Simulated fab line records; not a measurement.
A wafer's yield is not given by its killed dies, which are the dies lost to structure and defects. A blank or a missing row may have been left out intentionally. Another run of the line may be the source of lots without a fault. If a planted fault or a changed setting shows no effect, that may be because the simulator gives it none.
The tool behind it: which one? ; flow sky130 ; 40 wafers from 14 lots sampled at 4 of the route's 708 steps

== WHAT THE GAUGES READ, wafer by wafer ==
SKY_PWDE_OVL_MEAS_07.
lot;measured;on;PWDE_OVL (nm)
L492;day 4 02:28;overlay-01;0.5 -0.2 0.0
L494;day 4 12:59;overlay-01;1.2 1.5 -1.5
L495;day 4 16:10;overlay-02;0.7 0.8 -2.0
L496;day 4 21:00;overlay-01;-1.1 0.1 -2.1
L497;day 5 02:41;overlay-02;0.2 1.0 1.0
L498;day 5 09:35;overlay-01;-1.6 -1.2 -0.5
L499;day 5 14:08;overlay-02;0.4 1.7 0.0
L502;day 6 05:37;overlay-01;-3.8 -1.4 -1.8
L507;day 7 09:22;overlay-01;-1.9 -1.7 1.1
L508;day 7 14:56;overlay-01;-0.3 -3.1
L511;day 8 05:40;overlay-01;-0.7 0.1
L512;day 8 11:04;overlay-01;0.2 -0.3 0.4
L514;day 9 01:08;overlay-02;-0.6 -2.3 -0.2
L515;day 9 06:34;overlay-02;0.2 0.4 -0.4

SKY_NWELL_OVL_MEAS_10.
lot;measured;on;NWELL_00_OVL (nm)
L492;day 4 19:41;overlay-01;-2.1 -0.4 -1.2
L494;day 5 06:12;overlay-01;0.5 -1.5 -0.4
L495;day 5 09:44;overlay-02;0.5 0.3 0.3
L496;day 5 15:06;overlay-01;0.7 1.3 1.2
L497;day 5 21:05;overlay-02;-0.9 0.8 0.9
L498;day 6 04:21;overlay-01;-1.7 0.2 -0.4
L499;day 6 09:09;overlay-02;0.0 -1.7 0.9
L502;day 7 01:19;overlay-02;2.5 -0.6 0.3
L507;day 8 05:22;overlay-02;-0.2 -1.4 -1.6
L508;day 8 11:26;overlay-02;-2.2 -2.8
L511;day 9 05:52;overlay-02;0.6 2.6
L512;day 9 08:26;overlay-01;1.7 0.1 -0.4
L514;day 9 21:45;overlay-02;-1.3 0.2 -0.2
L515;day 10 03:16;overlay-02;-1.9 0.1 -1.0

== WHAT TOOL EACH LOT RAN ON (gives the tool, then ch and the chambers of the sampled wafers, and finally the start) ==
lot;SKY_FIELD_ISO_ETCH_17;SKY_FIELD_ISO_CMP_27
L492;rie-si-02 ch 1,3, day 2 04:28;cmp-01 ch 2,3, day 2 11:57
L494;rie-si-01 ch 2,3, day 2 14:41;cmp-01 ch 0,2, day 2 23:43
L495;rie-si-01 ch 0,2,3, day 2 20:31;cmp-02 ch 0,1,2, day 3 03:11
L496;rie-si-01 ch 0,1,3, day 3 03:37;cmp-01 ch 1,3, day 3 09:40
L497;rie-si-02 ch 0,1,3, day 3 10:19;cmp-01 ch 0,2,3, day 3 13:37
L498;rie-si-01 ch 0,1,3, day 3 14:28;cmp-01 ch 0,2,3, day 3 20:01
L499;rie-si-01 ch 1,2,3, day 3 19:56;cmp-02 ch 0,3, day 3 23:48
L502;rie-si-01 ch 0,1,2, day 4 09:02;cmp-01 ch 0,1,3, day 4 15:14
L507;rie-si-01 ch 0,1,3, day 5 12:32;cmp-02 ch 0,1,3, day 5 16:59
L508;rie-si-01 ch 0,3, day 5 16:53;cmp-01 ch 1,2, day 5 20:38
L511;rie-si-01 ch 3, day 6 08:17;cmp-01 ch 1,2, day 6 11:39
L512;rie-si-02 ch 0,1,2, day 6 14:05;cmp-02 ch 2,3, day 6 17:18
L514;rie-si-02 ch 1,3, day 6 23:16;cmp-02 ch 0,2,3, day 7 05:27
L515;rie-si-02 ch 0,2, day 7 05:11;cmp-02 ch 1,2,3, day 7 09:49
- SKY_FIELD_ISO_ETCH_17: etches Si in HBr/Cl2/O2, target depth 342 nm, time 97.7 s.
- SKY_FIELD_ISO_CMP_27: polishes, stops on Si3N4, t overpolish 16 s, target thk 457.8 nm.

== WHAT THE TOOLS THEMSELVES READ (means of the sampled wafers that have a number; where no wafer has one, the mark that the record gives instead) ==
SKY_FIELD_ISO_ETCH_17.
lot;tool;drypump-motor-current-A (A);oes-product-au (a.u.);run-length-s (s);throttle-valve-pct (%)
L492;rie-si-02;5.3;1.009;125.9;25.643
L494;rie-si-01;6.0;0.991;126.1;25.659
L495;rie-si-01;5.6;0.992;125.8;25.674
L496;rie-si-01;5.6;0.996;125.9;25.656
L497;rie-si-02;5.4;1.019;126.1;25.641
L498;rie-si-01;5.6;0.996;126.2;25.651
L499;rie-si-01;5.7;0.999;126.0;25.675
L502;rie-si-01;5.4;1.008;125.9;25.651
L507;rie-si-01;5.6;0.989;117.6;25.666
L508;rie-si-01;5.7;0.988;113.2;25.662
L511;rie-si-01;6.1;0.982;100.5;25.666
L512;rie-si-02;5.8;1.003;126.3;25.654
L514;rie-si-02;5.3;1.017;126.1;25.651
L515;rie-si-02;6.0;1.002;126.2;25.660

SKY_FIELD_ISO_CMP_27.
lot;tool;edge-zone-pressure-frac;motor-current-A (A);overpolish-run-s (s);time-to-endpoint-s (s)
L492;cmp-01;1.001;11.6;16.006;112
L494;cmp-01;0.999;11.0;16.000;108
L495;cmp-02;0.999;11.1;15.993;110
L496;cmp-01;1.006;12.2;16.007;105
L497;cmp-01;0.996;11.3;16.000;114
L498;cmp-01;0.996;11.6;15.998;110
L499;cmp-02;1.007;10.6;15.998;115
L502;cmp-01;0.997;11.1;16.009;105
L507;cmp-02;1.000;10.8;15.993;111
L508;cmp-01;0.999;11.9;15.998;108
L511;cmp-01;1.002;11.7;15.993;110
L512;cmp-02;1.003;10.2;16.002;111
L514;cmp-02;1.001;10.4;16.004;115
L515;cmp-02;0.997;10.8;15.998;111

== THE ANSWER, worked out from the rows above alone ==
Rule: the lots themselves supply what counts as usual. The widest of any qualifying gaps counts: lots, ordered by their means at a reading, are off when they make up no more than a third of the lots, leave a main group of 4 or more, and stand apart from it by 3 or more times the standard deviation of that group's means. A main group whose means are all the same, to the digits that the tables above print for the reading, isn't used. Also off: a lot with no number at a reading for which 4 or more lots have one. The other lots that the step has rows for count as sound. The gauges are gone through in route order, then the tools' own readings, and for those a lot's mean is taken as printed above. The first step at which some lot is off is used, and at that step the reading that is off furthest; a lot without a number counts as furthest.
Off: L507, L508, L511 (SKY_FIELD_ISO_ETCH_17, run-length-s). For the main group the mean is 126.0 s and the standard deviation 0.15.
If a tool, at that step or one of the process steps before it, ran each lot that is off and ran no sound lot following the first of them, it fits. One candidate fits, namely rie-si-01 at SKY_FIELD_ISO_ETCH_17. A fault onset in the window from L502 (day 4 09:02, its last sound lot) to L507 (day 5 12:32, its first lot off) fits.
On the lots that are off, the tool's own readings at SKY_FIELD_ISO_ETCH_17 differ by more than 5 times the standard deviation of the sound lots' means, which bears it out; run-length-s reads 110.4 s there versus 126.0 s on the sound lots.

== WHAT THE SIMULATOR HAD INSERTED ==
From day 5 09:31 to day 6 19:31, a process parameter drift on rie-si-01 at SKY_FIELD_ISO_ETCH_17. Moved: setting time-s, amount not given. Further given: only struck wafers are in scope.
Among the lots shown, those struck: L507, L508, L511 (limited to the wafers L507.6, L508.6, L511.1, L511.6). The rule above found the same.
